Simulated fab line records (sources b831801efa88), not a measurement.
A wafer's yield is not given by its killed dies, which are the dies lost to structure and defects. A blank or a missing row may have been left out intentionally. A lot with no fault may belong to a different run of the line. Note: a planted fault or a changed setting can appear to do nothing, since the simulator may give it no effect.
Which tool is to blame? | flow gf180mcu | 39 wafers from 13 lots sampled at 4 of the route's 602 steps

WHAT THE GAUGES READ, wafer by wafer
GF_VT_IMPLANT_OVL_MEAS_40.
lot  | measured     | on         | VT_IMPLANT_03_OVL (nm)
L785 | day 7 15:01  | overlay-02 | 2.1 1.9 0.0
L787 | day 8 01:49  | overlay-01 | 1.1 2.0 0.2
L793 | day 9 19:07  | overlay-01 | -1.0 -0.1 -2.0
L795 | day 10 09:31 | overlay-01 | 0.8 1.1 1.3
L796 | day 10 18:45 | overlay-01 | 2.0 -0.4 2.3
L797 | day 11 02:06 | overlay-01 | - - -
L798 | day 11 09:06 | overlay-01 | - - -
L799 | day 11 19:09 | overlay-02 | - - -
L800 | day 11 21:37 | overlay-02 | 2.0 -0.1 1.7
L801 | day 12 04:34 | overlay-02 | 2.1 3.3 2.1
L806 | day 13 15:40 | overlay-01 | -0.1 -0.1 -1.2
L807 | day 13 23:28 | overlay-02 | 0.5 2.1 -0.4
L808 | day 14 06:18 | overlay-02 | 0.1 -0.5 0.1

GF_M1_CD_MEAS_14 targets a cd of 230 nm.
lot  | measured     | on        | cd-nm (nm)
L785 | day 17 05:10 | cd-sem-02 | 227.8 227.3 227.8
L787 | day 18 02:58 | cd-sem-02 | 229.4 229.8 229.8
L793 | day 20 17:29 | cd-sem-02 | 226.7 227.8 227.1
L795 | day 21 07:27 | cd-sem-02 | 230.6 231.7 232.3
L796 | day 22 00:28 | cd-sem-02 | 231.3 231.7 231.6
L800 | day 23 03:19 | cd-sem-01 | 230.4 230.5 230.3
L801 | day 23 08:05 | cd-sem-02 | 229.6 229.4 229.4
L806 | day 24 21:31 | cd-sem-02 | 230.8 229.9 229.5
L807 | day 25 06:57 | cd-sem-01 | 230.5 230.4 230.8
L808 | day 25 12:26 | cd-sem-01 | 229.2 230.5 229.7

WHICH TOOL RAN EACH LOT (tool, then ch and the chambers of the sampled wafers, then the start)
lot  | GF_VT_IMPLANT_COAT_35             | GF_SAB_STRIP_13
L785 | litho-track-01 ch 0, day 7 07:20  | plasma-asher-01 ch 0,1, day 15 04:43
L787 | litho-track-04 ch 0, day 7 17:13  | plasma-asher-02 ch 0,1, day 16 01:16
L793 | litho-track-02 ch 0, day 9 09:58  | plasma-asher-01 ch 0,1, day 18 12:47
L795 | litho-track-02 ch 0, day 10 00:13 | plasma-asher-03 ch 0,1, day 19 03:56
L796 | litho-track-01 ch 0, day 10 09:32 | plasma-asher-03 ch 1, day 19 21:53
L797 | litho-track-01, day 10 16:22      | -
L798 | litho-track-01, day 10 23:14      | -
L799 | litho-track-04, day 11 10:04      | -
L800 | litho-track-01 ch 0, day 11 11:59 | plasma-asher-02 ch 0,1, day 21 01:57
L801 | litho-track-04 ch 0, day 11 19:28 | plasma-asher-01 ch 0,1, day 21 06:24
L806 | litho-track-04 ch 0, day 13 05:04 | plasma-asher-02 ch 0,1, day 22 22:22
L807 | litho-track-01 ch 0, day 13 12:28 | plasma-asher-03 ch 0,1, day 23 10:39
L808 | litho-track-02 ch 0, day 13 20:13 | plasma-asher-03 ch 1, day 23 14:07
- GF_VT_IMPLANT_COAT_35: resist thk 1000 nm.
- GF_SAB_STRIP_13: strips in O2/N2.

AS READ BY THE TOOLS THEMSELVES (means over the sampled wafers that have a number; for cases with no such wafer, the mark the record gives instead)
GF_VT_IMPLANT_COAT_35.
lot  | tool           | chill-plate-temp-C (C) | dispense-pressure-kPa (kPa)
L785 | litho-track-01 | 23.01                  | 48
L787 | litho-track-04 | 22.89                  | 48
L793 | litho-track-02 | 23.07                  | 59
L795 | litho-track-02 | 22.85                  | 59
L796 | litho-track-01 | 23.05                  | 48
L797 | litho-track-01 | -                      | -
L798 | litho-track-01 | -                      | -
L799 | litho-track-04 | -                      | -
L800 | litho-track-01 | 22.90                  | 48
L801 | litho-track-04 | 23.03                  | 48
L806 | litho-track-04 | 22.97                  | 48
L807 | litho-track-01 | 23.02                  | 48
L808 | litho-track-02 | 22.99                  | 59

GF_SAB_STRIP_13.
lot  | tool            | drypump-motor-current-A (A) | heater-power-w (W) | oes-product-au (a.u.) | strip-time-to-endpoint-s (s)
L785 | plasma-asher-01 | 5.5                         | 329                | 0.713                 | 12.591
L787 | plasma-asher-02 | 6.1                         | 343                | 0.714                 | 12.644
L793 | plasma-asher-01 | 5.8                         | 318                | 0.707                 | 12.593
L795 | plasma-asher-03 | 5.9                         | 324                | 0.707                 | 12.592
L796 | plasma-asher-03 | 5.4                         | 370                | 0.705                 | 12.609
L800 | plasma-asher-02 | 6.0                         | 337                | 0.710                 | 12.584
L801 | plasma-asher-01 | 5.5                         | 327                | 0.713                 | 12.616
L806 | plasma-asher-02 | 5.7                         | 315                | 0.709                 | 12.635
L807 | plasma-asher-03 | 5.6                         | 351                | 0.712                 | 12.638
L808 | plasma-asher-03 | 5.4                         | 378                | 0.706                 | 12.633

THE ANSWER, worked out from the rows above alone
Rule: usual is defined by the lots themselves. Put in order of their means at a reading, lots are off if they are a third of the lots or fewer, leave a main group of 4 or more, and stand apart from it by a gap of 3 or more times the standard deviation of the main group's means; of several such gaps the widest counts. A main group whose means are all the same, to the digits that the tables above print for the reading, isn't used. A lot without any number at a reading at which 4 lots or more have one is off too. Any other lot the step has rows for is counted as sound. Order of review: gauges by route order, followed by the tools' own readings, for which a lot's mean as printed above is used. At the first step where some lot is off, the reading lying furthest off is the one used; lots without a number count as furthest.
Off: L797, L798, L799, at GF_VT_IMPLANT_OVL_MEAS_40 (VT_IMPLANT_03_OVL). Without a number there: L797, L798, L799. Mean 0.8 nm and standard deviation 0.98 in the main group.
If a tool, at a process step before that reading, ran all the lots that are off and no sound lot after the first of them, it fits. The gauges at GF_VT_IMPLANT_OVL_MEAS_40 aren't tried: what is off there is off at GF_VT_IMPLANT_COAT_35 too, on other tools, and a gauge's error can't cause that. No candidate that was tried fits.

WHAT WAS PUT IN BY THE SIMULATOR
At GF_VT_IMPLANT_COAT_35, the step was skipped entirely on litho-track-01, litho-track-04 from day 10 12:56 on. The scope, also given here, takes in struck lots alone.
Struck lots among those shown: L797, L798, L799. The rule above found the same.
